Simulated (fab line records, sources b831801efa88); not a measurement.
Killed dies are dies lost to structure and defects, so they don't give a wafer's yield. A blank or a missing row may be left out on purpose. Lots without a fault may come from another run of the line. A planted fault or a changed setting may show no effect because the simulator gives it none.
Which tool did it? | flow gf180mcu | 13 lots, 36 wafers sampled, at 2 steps of a route of 602

WHAT THE GAUGES READ, wafer by wafer
GF_HV_LDD_THK_MEAS_55. Usual: HV_LDD_CVD_54_THK 10.00 nm, standard deviation 0.11.
lot  | measured     | on            | HV_LDD_CVD_54_THK (nm) | flag
L503 | day 12 20:37 | film_metro-02 | 9.92 10.15 9.88        |
L504 | day 13 01:40 | film_metro-01 | 10.10 9.96 10.00       |
L506 | day 13 23:56 | film_metro-01 | 9.94 9.94 9.83         |
L508 | day 14 12:10 | film_metro-02 | 10.05 10.00 10.04      |
L509 | day 14 17:15 | film_metro-01 | 10.02 10.03 9.96       |
L515 | day 16 22:50 | film_metro-01 | 9.84 9.90              |
L516 | day 17 03:41 | film_metro-02 | 10.10 10.03            |
L517 | day 17 14:28 | film_metro-01 | 10.02 9.93             |
L519 | day 18 04:56 | film_metro-01 | 9.76 9.67 9.62         |
L522 | day 19 03:40 | film_metro-01 | 9.99 9.95 9.93         |
L523 | day 19 10:39 | film_metro-01 | 10.04 10.11 10.02      |
L524 | day 20 00:23 | film_metro-01 | 10.09 10.06 9.97       |
L526 | day 20 11:04 | film_metro-03 | 9.97 10.02 10.03       |

GF_V3_THK_MEAS_03. Usual: V3_CVD_02_THK 850 nm, standard deviation 9.9.
lot  | measured     | on            | V3_CVD_02_THK (nm) | flag
L503 | day 22 01:16 | film_metro-01 | 851 845 856        |
L504 | day 22 06:19 | film_metro-04 | 852 850 849        |
L506 | day 23 07:08 | film_metro-01 | 841 858 851        |
L508 | day 23 20:28 | film_metro-01 | 848 857 866        |
L509 | day 24 02:20 | film_metro-01 | 859 861 861        |
L515 | day 26 06:49 | film_metro-03 | 839 867            |
L516 | day 26 11:01 | film_metro-01 | 843 852            |
L517 | day 26 20:52 | film_metro-03 | 845 856            |
L519 | day 27 10:28 | film_metro-04 | 842 853 842        |
L522 | day 28 03:48 | film_metro-03 | 835 848 847        |
L523 | day 28 09:24 | film_metro-04 | 842 852 865        |
L524 | day 28 21:17 | film_metro-03 | 834 864 864        |
L526 | day 29 06:16 | film_metro-01 | 837 847 846        |

WHICH TOOL RAN EACH LOT (tool, then ch and the chambers of the sampled wafers, then the start)
The record holds no process step before these readings.

WHAT THE TOOLS THEMSELVES READ (means of the sampled wafers that have a number; where no wafer has one, the mark that the record gives instead)
The record holds no such reading with a usual standard deviation.

THE ANSWER, worked out from the rows above alone
Rule: a lot is off if the mean of its wafers that have a number lies more than 3 standard deviations from the usual mean. A lot without any number at a reading at which 4 lots or more have one is off too. The other lots that the step has rows for count as sound. The gauges are gone through in route order, then the tools' own readings, and for those a lot's mean is taken as printed above. The first step at which some lot is off is used, and at that step the reading that is off furthest; a lot without a number counts as furthest.
No lot is off at any reading shown: from this, nothing can be told.

WHAT THE SIMULATOR HAD PUT IN
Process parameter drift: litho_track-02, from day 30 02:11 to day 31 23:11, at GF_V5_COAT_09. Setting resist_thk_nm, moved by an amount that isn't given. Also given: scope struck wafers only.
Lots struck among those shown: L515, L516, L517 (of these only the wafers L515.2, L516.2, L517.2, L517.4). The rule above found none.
